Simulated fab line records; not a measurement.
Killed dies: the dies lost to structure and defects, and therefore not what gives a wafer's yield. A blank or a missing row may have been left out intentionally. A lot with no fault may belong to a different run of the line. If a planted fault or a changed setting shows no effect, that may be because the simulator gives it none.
What tool caused it? ; flow sky130 ; 7 lots, 21 wafers sampled, at 2 steps of a route of 708

== WHAT THE GAUGES READ, wafer by wafer ==
SKY_LDD_LDN_TW_MEAS_13.
lot;measured;on;LDD_LDN_TW
L375;day 24 19:06;film metro-01;1474 1476 1476
L379;day 25 17:12;film metro-03;1486 1488 1491
L383;day 27 10:25;film metro-01;1347 1359 1345 1352 1354 1353
L385;day 27 20:57;film metro-04;1343 1343 1342 1344 1347 1344
L387;day 28 04:30;film metro-04;1468 1473 1478
L391;day 29 08:40;film metro-04;1466 1462 1474
L393;day 30 06:49;film metro-01;1478 1481 1484

== WHICH TOOL RAN EACH LOT (tool, then ch and the chambers of the sampled wafers, then the start) ==
lot;SKY_LDD_LDN_IMPLANT_09
L375;implanter-03 ch 0, day 24 18:34
L379;implanter-03 ch 0, day 25 16:40
L383;implanter-03, day 27 09:52
L385;implanter-01, day 27 20:25
L387;implanter-01 ch 0, day 28 03:58
L391;implanter-01 ch 0, day 29 08:06
L393;implanter-04 ch 0, day 30 06:17
- SKY_LDD_LDN_IMPLANT_09

== THE ANSWER, worked out from the rows above alone ==
Rule: the usual values come from the lots themselves. The widest of any qualifying gaps counts: lots, ordered by their means at a reading, are off when they make up no more than a third of the lots, leave a main group of 4 or more, and stand apart from it by 3 or more times the standard deviation of that group's means. A main group whose means are all the same, to the digits that the tables above print for the reading, isn't used. Also off: a lot with no number at a reading for which 4 or more lots have one. Any other lot the step has rows for is counted as sound.
Off: L383, L385, at SKY_LDD_LDN_TW_MEAS_13 (LDD_LDN_TW). Mean 1477 and standard deviation 7.2 in the main group.
A tool fits if, at a process step before that reading, it ran every lot that is off, and no sound lot after the first of them. The gauges at SKY_LDD_LDN_TW_MEAS_13 are tried like those tools. No candidate that was tried fits.

== WHAT THE SIMULATOR PUT IN ==
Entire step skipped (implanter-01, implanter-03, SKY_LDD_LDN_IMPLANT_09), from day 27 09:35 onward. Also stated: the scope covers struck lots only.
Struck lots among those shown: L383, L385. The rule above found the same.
